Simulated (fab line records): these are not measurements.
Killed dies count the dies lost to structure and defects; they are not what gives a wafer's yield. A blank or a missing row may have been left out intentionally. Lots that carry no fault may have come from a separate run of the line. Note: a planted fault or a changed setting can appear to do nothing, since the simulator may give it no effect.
8D (eight disciplines) problem report, filled in by code -- flow gf180mcu -- the parts of the form that need people (team, actions taken, sign-off) are left out

## 1. PROBLEM STATEMENT
Wafers without a fault read 97.9 s, standard deviation 0.41; runLengthS at GF_POLY_GATE_ETCH_13 reads a mean of 101.2 s on 2 wafers belonging to 2 lots. Relative to the usual mean, that is a shift of +8.2 standard deviations.
The step: etches poly-Si in HBr/Cl2, stops on SiO2, target depth 198.5 nm, time 69.6 s.
Seen first at day 13 19:37 on rieSi-02, wafer L482.3. The record holds 40 wafers of 14 lots with a number at this step. Rule for "out", or "out of limits": more than 4 standard deviations from the usual mean. The other wafers with a number count as sound.

## 2. WHAT IT IS, AND WHAT IT ISN'T
question,is,is not
which readings at this step,runLengthS,"biasW, drypumpMotorCurrentA, throttleValvePct"
which lots,"L482, L483","L467, L468, L469, L470, L471, L473, L474, L475, L477, L485, L489, L490"
which wafers of those lots,"L482.3, L483.3","L482.4, L483.1"
read on which tools,rieSi-02,rieSi-01
when,from day 13 19:37,"up to then (28 sound wafers); but 10 sound wafers of L483, L485, L489, L490 came after"

## 3. SUSPECTS, AND WHAT RULES EACH OUT
Counting: a tool at a process step up to the reading stays a suspect if it ran every lot that is out. Sound lots after the first of them don't rule it out here, since some wafers of a struck lot are sound.
- rieSi-02 at GF_POLY_GATE_ETCH_13 (etches poly-Si in HBr/Cl2, stops on SiO2, target depth 198.5 nm, time 69.6 s): kept. Ran every lot that is out, first one L482 (day 13 19:37); last sound lot up to then L477 (day 12 05:52). Its own readings are out on those wafers: runLengthS.
The count leaves rieSi-02 at GF_POLY_GATE_ETCH_13.

## 4. THE CAUSE (what the simulator had put in)
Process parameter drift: rieSi-02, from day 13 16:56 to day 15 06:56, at GF_POLY_GATE_ETCH_13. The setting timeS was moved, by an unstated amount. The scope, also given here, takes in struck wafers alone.
Counting left only this tool.

## 5. SEQUENCE OF EFFECTS, ordered by route
Each row: a reading whose mean over the struck wafers that have a number lies more than 3 standard deviations from the usual. Only readings for which the record gives a usual standard deviation are gone through. hours: the time from each lot's start at the first step in this table that gives one to its start at this step, as a median over the lots. sigmas: the change in usual standard deviations.
hours,step,reading,usual,on struck wafers,change,sigmas
0,GF_POLY_GATE_ETCH_13,runLengthS,97.9 s,101.2,+3.3,+8.2
Here are the process steps it includes:
- GF_POLY_GATE_ETCH_13: etches poly-Si in HBr/Cl2, stops on SiO2, target depth 198.5 nm, time 69.6 s.
At these later measuring or inspecting steps, every struck wafer for which the step has a row has a number for every such reading, and none has moved that far: GF_HV_LDD_TW_MEAS_11.

## 6. WHAT WOULD HAVE CAUGHT IT SOONER
3 hours passed between the start of the fault at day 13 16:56 and the first reading out of limits in this record, taken at day 13 19:37.
